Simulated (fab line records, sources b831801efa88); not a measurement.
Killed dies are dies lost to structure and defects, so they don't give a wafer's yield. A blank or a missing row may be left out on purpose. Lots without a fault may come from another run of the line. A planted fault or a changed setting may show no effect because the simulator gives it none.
fab line records | flow sky130
record lots=7 wafers=21 last_day=49
route steps=708 shown NWELL@77 PWDE@84 VT_ADJUST_HVTP@85 PAD_OPEN@708
lots that met no fault: from a run of the same line without faults
start_h: hours from the record's first day to the start of the lot's first wafer shown | wait_h: hours since the lot's step before | " the same as in the row above | L1.1+2: a row that stands for several wafers | - no value, or no start given | * or withheld: withheld | < > ~ a bound
route shown NAME@n: a module of which the file shows steps, and the number in the route of the first | usual: mean/standard deviation of fault-free wafers | same: alike in all rows | chamber/n: place in a boat | sites: the reading at each site | _std_site: their standard deviation | _edge_site: outer sites' mean less inner sites' | radius_mm: how far each site lies from the wafer's centre | mask NAME#n: copy n | behind: the tool/chamber that last shaped the wafer | hold: why the lot was held/for how many hours/how that ended | device: the transistor (n, p or np) that didn't switch | end of line: the same wafers' tests at the end of the route | a step without rows: its recipe alone | killed: dies lost to structure and defects at the first sort, not the wafer's yield | map: a wafer's dies, x killed, . not, _ none there
set.NAME: the setting as run; set.NAME@STEP: as run at that earlier step | model.NAME: the simulator's own value behind a step, which no gauge read
lots at some steps of the route; a table a step, a row a wafer
services: from which hour (start_h, from the record's first day; less than 0 if before it) a tool's chamber was out of use, for how many hours, and why
## steps
# step SKY_NWELL_IMPLANT_24
# recipe species=B energy_kev=140 dose_cm2=9.2e+12 tilt_deg=withheld
# step SKY_NWELL_STRIP_25
# recipe chemistry=O2/N2 power_w=1400 pressure_mtorr=1500 platen_temp_c=withheld o2_flow_sccm=3000 n2_flow_sccm=300 overash_fraction=0.5
# usual drypump_motor_current_A=6.0/0.42 n2_flow_sccm=299.9/1 o2_flow_sccm=2999/9.8 oes_product_au=0.722/0.0045 strip_time_to_endpoint_s=36.89/0.091
# columns lot.wafer tool chamber start_h wait_h drypump_motor_current_A n2_flow_sccm o2_flow_sccm oes_product_au rf_hours_counter_h strip_time_to_endpoint_s
L821.1 plasma_asher-03 1 107.06 0.1 6.2 301.1 2993 0.717 41 36.75
L821.4 " 0 " " 6.2 299.9 2999 0.712 - 36.66
L821.5 " 0 " " 6.2 299.9 3007 0.731 - 36.64
L822.1 plasma_asher-04 0 113.90 0.1 5.8 299.2 3002 0.717 32 37.14
L822.2 " 1 " " 6.4 300.3 3010 0.715 32 37.04
L822.4 " 0 " " 5.8 299.9 3005 0.724 - 36.97
L827.4 plasma_asher-03 1 145.99 0.1 6.2 298.9 2986 0.719 - 36.85
L827.5 " 1 " " 6.2 299.2 2984 0.721 - 37.01
L827.6 " 0 " " 6.2 301.5 2999 0.727 - 37.00
L829.2 plasma_asher-04 0 158.35 0.1 5.8 300.6 2986 0.724 36 36.87
L829.3 " 1 " " 6.4 299.3 3014 0.724 - 36.93
L829.4 " 0 " " 5.8 299.7 3001 0.736 - 36.91
L831.2 plasma_asher-04 1 171.26 0.1 6.4 300.6 2997 0.725 38 36.92
L831.5 " 0 " " 5.8 301.7 2991 0.716 - 36.92
L831.6 " 1 " " 6.4 299.7 2992 0.726 - 36.88
L834.2 plasma_asher-01 1 188.80 0.1 4.9 299.0 2987 0.716 7 36.91
L834.3 " 1 " " 4.9 299.4 3011 0.718 - 36.90
L834.5 " 0 " " 5.8 298.7 2984 0.724 - 36.90
L839.1 plasma_asher-01 0 221.45 0.1 5.8 299.1 2994 0.716 10 36.94
L839.3 " 0 " " 5.8 299.7 2990 0.725 - 36.88
L839.4 " 1 " " 4.9 300.9 3013 0.731 - 36.88
# step SKY_NWELL_TW_MEAS_26
# usual NWELL_2_TW=497.6/2.5
# columns lot.wafer tool chamber start_h wait_h NWELL_2_TW
L821.1 film_metro-03 - 107.16 0.1 502.9
L821.4 " - " " 500.4
L821.5 " - " " 500.1
L822.1 film_metro-04 - 114.00 0.1 496.6
L822.2 " - " " 497.8
L822.4 " - " " 497.7
L827.4 film_metro-04 - 146.08 0.1 498.8
L827.5 " - " " 495.7
L827.6 " - " " 500.3
L829.2 film_metro-03 - 158.46 0.1 496.0
L829.3 " - " " 496.4
L829.4 " - " " 497.9
L831.2 film_metro-04 - 171.37 0.1 498.6
L831.5 " - " " 499.7
L831.6 " - " " 499.0
L834.2 film_metro-04 - 188.91 0.1 499.2
L834.3 " - " " 498.8
L834.5 " - " " 496.1
L839.1 film_metro-03 - 221.55 0.1 501.1
L839.3 " - " " 498.1
L839.4 " - " " 501.1
# step SKY_NWELL_CLEAN_27
# recipe chemistry=SC1/SC2 mix=1:4:20 temp_c=70 time_s=150 dry=n2_spin
# step SKY_NWELL_RTA_28
# recipe temp_c=1050 time_s=30 idle_temp_c=650 ramp_up_c_per_s=150 ramp_down_c_per_s=90 ambient=N2
# usual lamp_power_pct=25.30/0.051 wafer_temp_C_max=1054.9/0.96
# columns lot.wafer tool chamber start_h wait_h lamp_power_pct wafer_temp_C_max
L821.1 rtp_anneal-01 0 107.27 0.0 25.40 1055.1
L821.4 " 0 " " 25.25 1054.9
L821.5 " 0 " " 25.22 1055.0
L822.1 rtp_anneal-02 0 114.12 0.0 25.27 1055.2
L822.2 " 0 " " 25.32 1053.4
L822.4 " 0 " " 25.39 1054.2
L827.4 rtp_anneal-02 0 146.21 0.1 25.30 1056.9
L827.5 " 0 " " 25.27 1055.1
L827.6 " 0 " " 25.37 1056.9
L829.2 rtp_anneal-02 0 158.57 0.0 25.29 1053.3
L829.3 " 0 " " 25.29 1055.1
L829.4 " 0 " " 25.30 1057.5
L831.2 rtp_anneal-02 0 171.48 0.0 25.28 1056.7
L831.5 " 0 " " 25.24 1054.6
L831.6 " 0 " " 25.40 1055.1
L834.2 rtp_anneal-02 0 189.03 0.0 25.40 1053.6
L834.3 " 0 " " 25.28 1055.9
L834.5 " 0 " " 25.35 1054.9
L839.1 rtp_anneal-01 0 221.67 0.0 25.32 1055.9
L839.3 " 0 " " 25.29 1057.7
L839.4 " 0 " " 25.39 1056.3
# step SKY_NWELL_RS_MEAS_29
# recipe thk_meas_gauge=four-point-probe
# usual NWELL_RS=624.6/1.6
# columns lot.wafer tool chamber start_h wait_h NWELL_RS[ohm/sq]
L821.1 film_metro-03 - 107.37 0.1 627.0
L821.4 " - " " 626.4
L821.5 " - " " 625.9
L822.1 film_metro-04 - 114.22 0.1 623.8
L822.2 " - " " 624.1
L822.4 " - " " 623.4
L827.4 film_metro-01 - 146.32 0.1 628.2
L827.5 " - " " 624.7
L827.6 " - " " 625.0
L829.2 film_metro-01 - 158.68 0.1 624.0
L829.3 " - " " 621.5
L829.4 " - " " 623.8
L831.2 film_metro-01 - 171.59 0.1 621.5
L831.5 " - " " 624.1
L831.6 " - " " 622.5
L834.2 film_metro-03 - 189.13 0.1 628.2
L834.3 " - " " 626.4
L834.5 " - " " 626.2
L839.1 film_metro-04 - 221.77 0.1 622.3
L839.3 " - " " 623.0
L839.4 " - " " 622.6
# step SKY_NWELL_RS_MEAS_31
# recipe thk_meas_gauge=four-point-probe
# usual PWDE_RS=5273/19
# columns lot.wafer tool chamber start_h wait_h PWDE_RS[ohm/sq]
L821.1 film_metro-03 - 107.61 0.1 5280
L821.4 " - " " 5284
L821.5 " - " " 5283
L822.1 film_metro-04 - 114.46 0.1 5225
L822.2 " - " " 5269
L822.4 " - " " 5237
L827.4 film_metro-01 - 146.56 0.1 5254
L827.5 " - " " 5258
L827.6 " - " " 5261
L829.2 film_metro-01 - 158.92 0.1 5248
L829.3 " - " " 5275
L829.4 " - " " 5261
L831.2 film_metro-01 - 171.83 0.1 5275
L831.5 " - " " 5266
L831.6 " - " " 5280
L834.2 film_metro-03 - 189.37 0.1 5257
L834.3 " - " " 5277
L834.5 " - " " 5274
L839.1 film_metro-04 - 222.01 0.1 5278
L839.3 " - " " 5302
L839.4 " - " " 5286
# step SKY_VT_ADJUST_HVTP_DEHYDRATE_00
# recipe temp_c=200 time_s=60
# step SKY_VT_ADJUST_HVTP_HMDS_01
# recipe prime_time_s=60 prime_temp_c=120
# step SKY_VT_ADJUST_HVTP_COAT_02
# recipe resist=NOVOLAK spin_rpm=3000 resist_thk_nm=1140
# step SKY_VT_ADJUST_HVTP_SOFTBAKE_03
# recipe temp_c=90 time_s=60 resist=NOVOLAK
# step SKY_VT_ADJUST_HVTP_EXPOSE_04
# recipe mask_id=HVTPM na=0.6 source_shape=conventional sigma_outer=0.6 polarization=unpolarized target_cd_nm=380 dose_mj=140
# columns lot.wafer tool chamber start_h wait_h mask model.VT_ADJUST_HVTP.overlay_x_nm
L821.1+4+5 iline_stepper-01 0 116.27 - HVTPM#0 -0.7629
L822.1+2+4 iline_stepper-02 0 123.59 - HVTPM#0 -0.7368
L827.4+5+6 iline_stepper-01 0 156.94 - HVTPM#0 290.7
L829.2+3+4 iline_stepper-01 0 169.51 - HVTPM#0 289.7
L831.2+5+6 iline_stepper-01 0 182.20 - HVTPM#0 289.9
L834.2+3+5 iline_stepper-02 0 199.70 - HVTPM#0 0.1658
L839.1+3+4 iline_stepper-02 0 232.67 - HVTPM#0 0.04834
# step SKY_VT_ADJUST_HVTP_PEB_05
# recipe temp_c=withheld time_s=* resist=NOVOLAK
# step SKY_VT_ADJUST_HVTP_DEVELOP_06
# recipe resist=NOVOLAK developer=TMAH develop_time_s=57.7 dev_temp_c=23
# step SKY_VT_ADJUST_HVTP_CD_MEAS_07
# recipe target_cd_nm=380
# usual cd_nm=380.1/2.5
# columns lot.wafer tool chamber start_h wait_h cd_nm
L821.1 cd_sem-01 - 125.01 0.1 378.1
L821.4 " - " " 376.4
L821.5 " - " " 379.9
L822.1 cd_sem-01 - 133.26 0.3 379.5
L822.2 " - " " 379.8
L822.4 " - " " 377.3
L827.4 cd_sem-01 - 166.60 0.1 385.0
L827.5 " - " " 383.6
L827.6 " - " " 383.9
L829.2 cd_sem-01 - 179.13 0.1 379.9
L829.3 " - " " 380.2
L829.4 " - " " 380.8
L831.2 cd_sem-02 - 192.28 0.1 379.9
L831.5 " - " " 380.4
L831.6 " - " " 380.7
L834.2 cd_sem-01 - 209.23 0.1 378.6
L834.3 " - " " 373.9
L834.5 " - " " 380.6
L839.1 cd_sem-02 - 243.91 0.1 378.5
L839.3 " - " " 377.5
L839.4 " - " " 379.1
# step SKY_VT_ADJUST_HVTP_OVL_MEAS_08
# usual VT_ADJUST_HVTP_OVL=0.5/1.5
# columns lot.wafer tool chamber start_h wait_h VT_ADJUST_HVTP_OVL[nm]
L821.1 overlay-01 - 125.13 0.1 -1.3
L821.4 " - " " -2.0
L821.5 " - " " -0.3
L822.1 overlay-02 - 133.38 0.1 -2.4
L822.2 " - " " -2.2
L822.4 " - " " 0.0
L827.4 overlay-01 - 166.68 0.1 291.5
L827.5 " - " " 291.2
L827.6 " - " " 291.4
L829.2 overlay-02 - 179.24 0.1 290.8
L829.3 " - " " 287.1
L829.4 " - " " 291.5
L831.2 overlay-01 - 192.39 0.1 287.9
L831.5 " - " " 289.4
L831.6 " - " " 289.8
L834.2 overlay-02 - 209.34 0.1 1.1
L834.3 " - " " -0.4
L834.5 " - " " 0.8
L839.1 overlay-01 - 244.03 0.1 0.5
L839.3 " - " " 0.9
L839.4 " - " " -0.4
# step SKY_VT_ADJUST_HVTP_IMPLANT_09
# recipe species=As energy_kev=150 dose_cm2=4.3e+12 tilt_deg=withheld
# step SKY_PAD_OPEN_PROBE_99
# usual killed_at_M0_to_M3=43/7 killed_at_M4_up=3.0/1.9 killed_at_contacts=24/4.6 killed_at_front_end=15/4.1 killed_at_other=0.3/0.52 killed_dies=84/9.7 killed_on_rim=16/3.6 killed_open=46/6.9 killed_short=38/6.8
# same gross_dies=492 killed_at_back_side=0
# columns lot.wafer tool chamber start_h wait_h killed_at_M0_to_M3 killed_at_M4_up killed_at_contacts killed_at_front_end killed_at_other killed_dies killed_on_rim killed_open killed_short
L822.1 prober-01 - 1084.49 0.1 41 4 27 14 0 86 22 45 41
L822.2 prober-01 - 1084.54 0.1 39 2 13 19 1 74 16 39 34
L822.4 prober-01 - 1084.64 0.2 55 1 26 11 0 93 15 55 37
L827.4 prober-02 - 1116.35 0.2 41 0 27 386 0 454 90 44 43
L827.5 prober-02 - 1116.40 0.2 41 3 28 362 0 434 82 46 47
L827.6 prober-02 - 1116.45 0.2 56 3 23 366 0 448 88 51 45
L829.2 prober-02 - 1130.48 0.1 35 1 25 381 0 442 87 46 30
L829.3 prober-02 - 1130.53 0.2 39 5 21 365 0 430 85 42 33
L829.4 prober-02 - 1130.58 0.2 42 2 25 369 0 438 86 44 39
L831.2 prober-01 - 1138.93 0.1 43 2 20 364 0 429 88 43 34
L831.5 prober-01 - 1139.08 0.2 51 4 27 360 0 442 84 50 42
L831.6 prober-01 - 1139.13 0.2 46 4 20 373 1 444 90 44 35
L834.2 prober-02 - 1157.38 0.1 48 3 29 15 0 95 19 56 39
L834.3 prober-02 - 1157.43 0.2 50 1 20 12 0 83 13 45 38
L834.5 prober-02 - 1157.53 0.2 46 3 33 15 0 97 15 55 42
L839.1 prober-01 - 1178.71 0.1 34 2 22 14 0 72 15 37 34
L839.3 prober-01 - 1178.81 0.2 43 5 28 10 0 86 20 45 39
L839.4 prober-01 - 1178.86 0.2 34 2 23 16 1 76 13 48 26
# killed by level:class
L822.1 VIA1:geometric_particle:open=10 CONTACT:geometric_particle:open=9 LI_CONTACT:geometric_particle:open=6 LOCAL_INTERCONNECT:geometric_particle:short=5 VIA3:geometric_particle:short=5 VIA1:geometric_particle:short=5 VIA3:geometric_particle:open=5 POLY_GATE:geometric_particle:open=4
L822.2 VIA1:geometric_particle:open=9 VIA3:geometric_particle:open=7 FIELD_ISO:geometric_particle:short=6 VIA2:geometric_particle:open=6 METAL2:geometric_particle:short=5 CONTACT:geometric_particle:short=4 POLY_GATE:geometric_particle:open=3 FIELD_ISO:geometric_particle:open=3
L822.4 VIA1:geometric_particle:open=14 METAL1:geometric_particle:short=12 CONTACT:geometric_particle:open=9 LI_CONTACT:geometric_particle:open=8 CONTACT:geometric_particle:short=5 VIA1:geometric_particle:short=5 VIA2:geometric_particle:open=5 METAL1:geometric_particle:open=4
L827.4 VT_ADJUST_HVTP:overlay=366 LOCAL_INTERCONNECT:geometric_particle:short=9 VIA1:geometric_particle:open=8 POLY_GATE:geometric_particle:open=6 CONTACT:geometric_particle:open=6 METAL1:geometric_particle:short=5 VIA1:geometric_particle:short=5 METAL2:geometric_particle:short=5
L827.5 VT_ADJUST_HVTP:overlay=340 CONTACT:geometric_particle:open=12 METAL1:geometric_particle:short=8 METAL2:geometric_particle:short=7 VIA3:geometric_particle:open=7 VIA1:geometric_particle:open=6 FIELD_ISO:geometric_particle:open=5 LOCAL_INTERCONNECT:geometric_particle:short=5
L827.6 VT_ADJUST_HVTP:overlay=352 VIA1:geometric_particle:open=13 LI_CONTACT:geometric_particle:open=8 METAL1:geometric_particle:short=6 VIA1:geometric_particle:short=6 METAL2:geometric_particle:short=6 VIA3:geometric_particle:open=6 POLY_GATE:geometric_particle:short=5
L829.2 VT_ADJUST_HVTP:overlay=365 CONTACT:geometric_particle:open=9 VIA1:geometric_particle:open=9 LI_CONTACT:geometric_particle:open=7 FIELD_ISO:geometric_particle:short=6 VIA3:geometric_particle:open=6 VIA2:geometric_particle:short=5 LOCAL_INTERCONNECT:geometric_particle:short=4
L829.3 VT_ADJUST_HVTP:overlay=354 VIA3:geometric_particle:open=9 CONTACT:geometric_particle:open=8 LI_CONTACT:geometric_particle:open=6 VIA1:geometric_particle:open=6 METAL2:geometric_particle:short=6 VIA3:geometric_particle:short=5 VIA2:geometric_particle:short=5
L829.4 VT_ADJUST_HVTP:overlay=355 VIA1:geometric_particle:open=12 FIELD_ISO:geometric_particle:short=8 VIA2:geometric_particle:open=7 CONTACT:geometric_particle:short=6 CONTACT:geometric_particle:open=6 LI_CONTACT:geometric_particle:open=5 VIA2:geometric_particle:short=5
L831.2 VT_ADJUST_HVTP:overlay=352 VIA2:geometric_particle:open=8 CONTACT:geometric_particle:open=7 VIA3:geometric_particle:open=7 METAL2:geometric_particle:short=6 LI_CONTACT:geometric_particle:open=5 VIA1:geometric_particle:open=5 FIELD_ISO:geometric_particle:short=4
L831.5 VT_ADJUST_HVTP:overlay=347 VIA1:geometric_particle:open=10 CONTACT:geometric_particle:open=9 VIA3:geometric_particle:open=8 METAL1:geometric_particle:short=7 LI_CONTACT:geometric_particle:open=7 LOCAL_INTERCONNECT:geometric_particle:short=6 METAL2:geometric_particle:short=6
L831.6 VT_ADJUST_HVTP:overlay=365 VIA1:geometric_particle:open=10 VIA2:geometric_particle:open=9 VIA3:geometric_particle:open=7 LI_CONTACT:geometric_particle:open=6 LI_CONTACT:geometric_particle:short=4 METAL1:geometric_particle:open=4 LOCAL_INTERCONNECT:geometric_particle:short=4
L834.2 VIA1:geometric_particle:open=13 CONTACT:geometric_particle:open=12 METAL2:geometric_particle:short=8 VIA2:geometric_particle:open=7 FIELD_ISO:geometric_particle:short=4 POLY_GATE:geometric_particle:short=4 CONTACT:geometric_particle:short=4 LI_CONTACT:geometric_particle:open=4
L834.3 VIA1:geometric_particle:open=15 VIA3:geometric_particle:open=11 METAL3:geometric_particle:short=6 LOCAL_INTERCONNECT:geometric_particle:short=5 METAL1:geometric_particle:short=5 LI_CONTACT:geometric_particle:short=4 LI_CONTACT:geometric_particle:open=4 FIELD_ISO:geometric_particle:short=3
L834.5 CONTACT:geometric_particle:open=17 METAL2:geometric_particle:short=11 VIA1:geometric_particle:open=9 LI_CONTACT:geometric_particle:open=8 METAL3:geometric_particle:short=6 POLY_GATE:geometric_particle:open=5 LI_CONTACT:geometric_particle:short=4 POLY_GATE:geometric_particle:short=4
L839.1 LI_CONTACT:geometric_particle:open=7 VIA3:geometric_particle:open=6 CONTACT:geometric_particle:open=5 METAL1:geometric_particle:short=5 POLY_GATE:geometric_particle:open=4 CONTACT:geometric_particle:short=4 METAL2:geometric_particle:short=4 VIA1:geometric_particle:open=4
L839.3 CONTACT:geometric_particle:open=8 VIA2:geometric_particle:open=8 LI_CONTACT:geometric_particle:open=7 LOCAL_INTERCONNECT:geometric_particle:short=6 VIA3:geometric_particle:open=6 METAL3:geometric_particle:short=6 CONTACT:geometric_particle:short=5 VIA1:geometric_particle:open=5
L839.4 CONTACT:geometric_particle:open=9 VIA1:geometric_particle:open=9 VIA3:geometric_particle:open=9 LI_CONTACT:geometric_particle:open=6 METAL1:geometric_particle:short=6 FIELD_ISO:geometric_particle:open=5 VIA2:geometric_particle:open=5 SPACER:geometric_particle:short=4
# map L827.4 (x killed, . not)
__________xxxxxxxxxx_________
________xxxxxxxxxxxxxx_______
______xxxxxxxxxxxxxxxxxx_____
_____xxxx.xxxxxxxxxxxxxxx____
____x.xxxxxxxxxxxxxxxxx.xx___
___xxxxxxxxxxxxxxxxxxxx.x.x__
__xx.xxxxxxx.xxxxxxxxxxxxxxx_
_xx.xxxxxxxxxxxxxxxxxxxxxxxxx
_xxxxxx.xxxx.xxxxxxxx.xxxxxxx
_xxxxxxxxxxxxxxxxxxxxx.xxxxxx
_xxxxxxxxxxxxxxxxxxxxxxxxxxxx
_xxxxxxxx.xxxxxxxx.xxxxxxxxxx
_.xxxxxxxxxx.xxx.xxxxxxxxxxxx
_xxxxx.xxxxxxxxxxxxxxxxxxxxxx
_xxxxxxx...xx.xxxxx.xxxxxx.xx
__.xxxxxxxxxxxxxxxxxxxxxxxxx_
___xxxxxxxxx.xxx.xx.xxxx.xx__
____xxxxxxxxxxxxxxxxxxx.xx___
_____xxxx..x.xxxxxxxxxxxx____
______x.xxxxxxxxx.xxxxxx_____
________xxxx..xxxxxx.x_______
__________xxxxxxxxxx_________
# map L829.2 (x killed, . not)
__________x.xxxxxxxx_________
________xxxxxxxxx.xxxx_______
______xxxxxxxxxxxxx.xxxx_____
_____xxxxxxxx.xxxxxxx.xxx____
____xxxxxx.xxxxxxxxxxxxxxx___
___.xx.xxxxxxxx.xxxxxxxxxxx__
__.xxxxxxxxxxx.xxxxxxxxxxxxx_
_xxxxxxxxxxxxxxxxxxxxx.xxx.xx
_xxxxxx.xxxxxxxxxxxxxx.xxxxxx
_xxxxxx.xxxxx..xxxxxxxxxxxxxx
_.xxxxx.x.xxxxxxxx..xxxxxxx.x
_xxxxxxxx.xx.xxxxxxxxxxxx.xxx
_x.xxxx.xxxxx.xxxxxxx.xxxxxxx
_xxxx.x.xxxxxxx.xxxxxxxxxxxxx
_xxxxxxxx.xxxxxxxxxxxxxxxxxxx
__xxxxxx.xxxxxx.xxxxx.xxxxxx_
___xxxx.xxxxxxxxxx.x.xxxxxx__
____.xxxx.xxxxxxxxxxxxxxxx___
_____xxxxxxxxxxxx.xxxxx.x____
______xxxxxxxxxxxxxx..xx_____
________xx.xxxxx.xxxxx_______
__________.xxxxxxxxx_________
## services
# columns tool chamber start_h hours kind
plasma_asher-01 - 108.83 9.0 pm
plasma_asher-01 0 108.83 9.0 vent_cycle
plasma_asher-01 1 108.83 9.0 vent_cycle
plasma_asher-01 0 117.83 - clean
plasma_asher-01 1 117.83 - clean
rtp_anneal-02 - 145.05 1.1 pm
plasma_asher-01 - 151.88 0.8 repair
iline_stepper-02 - 155.54 2.1 pm
iline_stepper-02 - 157.62 - consumable_replace:lamp
iline_stepper-01 0 169.63 - calibration
iline_stepper-02 - 175.18 11.5 repair
iline_stepper-02 - 186.69 1.7 pm
iline_stepper-01 - 194.08 6.8 repair
iline_stepper-02 0 207.07 - calibration
iline_stepper-01 - 214.06 1.7 pm
plasma_asher-04 - 225.61 1.2 repair
## key
first_sign step=SKY_VT_ADJUST_HVTP_OVL_MEAS_08 reading=VT_ADJUST_HVTP_OVL direction=up sigmas=99+ usual=0.5 struck=290.1
effect step=SKY_PAD_OPEN_PROBE_99 reading=killed_at_front_end direction=up sigmas=86 usual=15 struck=370
model_effect step=SKY_VT_ADJUST_HVTP_EXPOSE_04 value=VT_ADJUST_HVTP.overlay_x_nm without=0.235 struck=290.1
more_kills_born_at SKY_VT_ADJUST_HVTP_EXPOSE_04@iline_stepper-01=3196
met_at SKY_VT_ADJUST_HVTP_EXPOSE_04
struck_wafers L827.4,L827.5,L827.6,L829.2,L829.3,L829.4,L831.2,L831.5,L831.6
tester_left_out L827,L829,L831
onset_between 116.27 156.94
fault kind=scanner_matching_overlay tool=iline_stepper-01 chamber=- onset_h=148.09 steps=SKY_VT_ADJUST_HVTP_EXPOSE_04 offset=289.88
# tester_left_out: of these lots the tester's yield and bins aren't shown, on N5 and GAA mostly nor the transistor test; their killed dies are dies lost to structure and defects alone, not to doping, threshold or leakage, so they don't give the yield
